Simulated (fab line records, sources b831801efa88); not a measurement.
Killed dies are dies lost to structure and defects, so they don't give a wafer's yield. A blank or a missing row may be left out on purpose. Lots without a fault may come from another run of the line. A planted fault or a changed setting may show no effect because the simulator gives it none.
Chamber matching | flow gf180mcu | GF_STI_CMP_25 on cmp-01: 4 sister chambers
The step polishes, stops on Si3N4, t overpolish 33 s, target thk 524.6 nm. 8 wafers are shown with their chamber, then 9 later ones without.

WAFERS WITH THEIR CHAMBER
wafer  | chamber | motor_current_A (A) | time_to_endpoint_s (s)
L172.2 | 1       | 10.5                | 110
L177.4 | 0       | 11.8                | 125
L177.5 | 2       | 13.9                | 127
L178.1 | 1       | 11.6                | 114
L178.4 | 2       | 14.8                | 125
L189.1 | 3       | 14.9                | 121
L189.3 | 0       | 11.3                | 128
L189.5 | 3       | 15.1                | 126

WAFERS WITHOUT THEIR CHAMBER
wafer  | motor_current_A (A) | time_to_endpoint_s (s)
L190.1 | 11.4                | 119
L190.2 | 13.1                | 125
L190.3 | 10.9                | 114
L192.2 | 13.9                | 123
L192.4 | 15.0                | 116
L192.5 | 14.4                | 119
L193.1 | 14.6                | 118
L193.4 | 13.8                | 122
L193.5 | 14.8                | 121

WHICH CHAMBER EACH WENT THROUGH
wafer  | from the rows above          | in truth
L190.1 | can't be placed: 1 or 0      | 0
L190.2 | can't be placed: 2 or 0 or 3 | 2
L190.3 | 1                            | 1
L192.2 | can't be placed: 2 or 3      | 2
L192.4 | can't be placed: 3 or 2      | 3
L192.5 | can't be placed: 3 or 2      | 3
L193.1 | can't be placed: 3 or 2      | 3
L193.4 | can't be placed: 2 or 3      | 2
L193.5 | can't be placed: 3 or 2      | 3
Placed correctly: 1 of 9. Can't be placed from these rows: 8 (the true chamber is among the candidates in 8). Placed wrongly: 0.
How it was worked out, from the rows above alone: a wafer's distance from a chamber is the root of the sum, over the readings, of the square of ((its reading less the chamber's mean) divided by the reading's scatter). The wafer belongs to the nearest chamber; if the next one is less than 2 further off, it can't be placed. A chamber's mean is the mean of its shown wafers. The scatter: the root of (the sum of the squares of (reading less its chamber's mean) over the shown wafers, divided by (wafers less chambers)).
